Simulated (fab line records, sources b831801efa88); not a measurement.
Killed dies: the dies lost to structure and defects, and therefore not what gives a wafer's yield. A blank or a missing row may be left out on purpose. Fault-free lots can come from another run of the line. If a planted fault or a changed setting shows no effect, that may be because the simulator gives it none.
One fault seen from 2 desks || flow sky130 || what lay behind the numbers comes last; until then each desk has only its own

== THE METROLOGY DESK ==
Lot by lot, what the gauges showed, no matter which tool ran the lot: averages of those sampled wafers that carry a number. A lot is out of limits, marked OUT, if its mean lies more than 4 standard deviations from the usual mean; the brackets give that distance.
Columns: A = cd nm at SKY_POLY_CUT_CD_MEAS_08, usual 270.3 nm; B = SD_P_TW at SKY_SD_P_TW_MEAS_11, usual 2805; C = SD_P_RS at SKY_SD_N_RS_MEAS_17, usual 146.9 ohm/sq
{"lot": "L228", "first seen here": "day 24 00:10", "A": 270.7, "B": 2813, "C": 147.1}
{"lot": "L229", "first seen here": "day 24 13:50", "A": 271.5, "B": 2797, "C": 147.3}
{"lot": "L230", "first seen here": "day 24 14:12", "A": 268.6, "B": 2793, "C": 147.0}
{"lot": "L231", "first seen here": "day 25 05:02", "A": 268.1, "B": 2814, "C": 146.9}
{"lot": "L232", "first seen here": "day 25 13:59", "A": 269.1, "B": 2829, "C": 146.5}
{"lot": "L233", "first seen here": "day 26 05:50", "A": 270.3, "B": 2802, "C": 147.0}
{"lot": "L239", "first seen here": "day 28 09:08", "A": 270.7, "B": 2824, "C": 147.2}
{"lot": "L241", "first seen here": "day 28 23:35", "A": 268.7, "B": 2812, "C": 146.7}
{"lot": "L242", "first seen here": "day 29 03:05", "A": 269.6, "B": 2797, "C": 146.4}
{"lot": "L244", "first seen here": "day 29 12:00", "A": 269.1, "B": 2797, "C": 146.7}
{"lot": "L246", "first seen here": "day 30 05:26", "A": 269.5, "B": 2809, "C": 147.0}
{"lot": "L248", "first seen here": "day 31 08:44", "A": 270.8, "B": 2788, "C": 146.6}
{"lot": "L250", "first seen here": "day 31 10:50", "A": 271.2, "B": 2785, "C": 146.6}
This desk's verdict: no lot among the 13 shows anything out of limits.

== FOR THE TOOL OWNER'S DESK: rtp anneal-01 ==
The tool's own readings at SKY_SD_N_RTA_14 (time 2 s): means of the sampled wafers that have a number, for each lot that ran on this tool. A lot is out of limits, marked OUT, if its mean lies more than 4 standard deviations from the usual mean; the brackets give that distance.
Columns: A = lamp power pct at SKY_SD_N_RTA_14, usual 15.73 %; B = ramp down c per s at SKY_SD_N_RTA_14, usual 90.001; C = ramp up c per s at SKY_SD_N_RTA_14, usual 149.99; D = wafer_temp_C_max at SKY_SD_N_RTA_14, usual 1078.1
{"lot": "L229", "first seen here": "day 28 05:12", "A": 15.71, "B": 90.010, "C": 149.98, "D": 1077.6}
{"lot": "L231", "first seen here": "day 28 19:56", "A": 15.77, "B": 90.003, "C": 150.03, "D": 1080.4}
{"lot": "L233", "first seen here": "day 29 20:12", "A": 15.71, "B": 90.011, "C": 149.97, "D": 1078.0}
{"lot": "L239", "first seen here": "day 31 19:09", "A": 15.73, "B": "35.994 (-99 or more) OUT", "C": 149.99, "D": 1077.1}
{"lot": "L241", "first seen here": "day 32 08:09", "A": 15.77, "B": "35.995 (-99 or more) OUT", "C": 150.01, "D": 1077.1}
Finding of this desk: L239, L241 out of limits; the first was L239 at day 31 19:09, on ramp down c per s at SKY_SD_N_RTA_14. Within limits: L229, L231, L233.

== PUT TOGETHER ==
On L239, L241, at day 31 19:09, an alarm was possible from the tool owner's desk.
From the metrology desk's view, nothing was out of limits.
The metrology desk has L239, L241 on record, within its limits.
SKY_SD_N_RTA_14 was run on rtp anneal-01 by each of the lots named.

== WHAT THE SIMULATOR HAD PUT IN ==
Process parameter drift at SKY_SD_N_RTA_14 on rtp anneal-01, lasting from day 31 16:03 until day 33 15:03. A move of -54 in setting ramp down c per s, from 90. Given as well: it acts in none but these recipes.
Struck lots among those shown: L239, L241.
Time in hours from fault onset to the first out-of-limits reading at each desk: the tool owner's desk, 3.
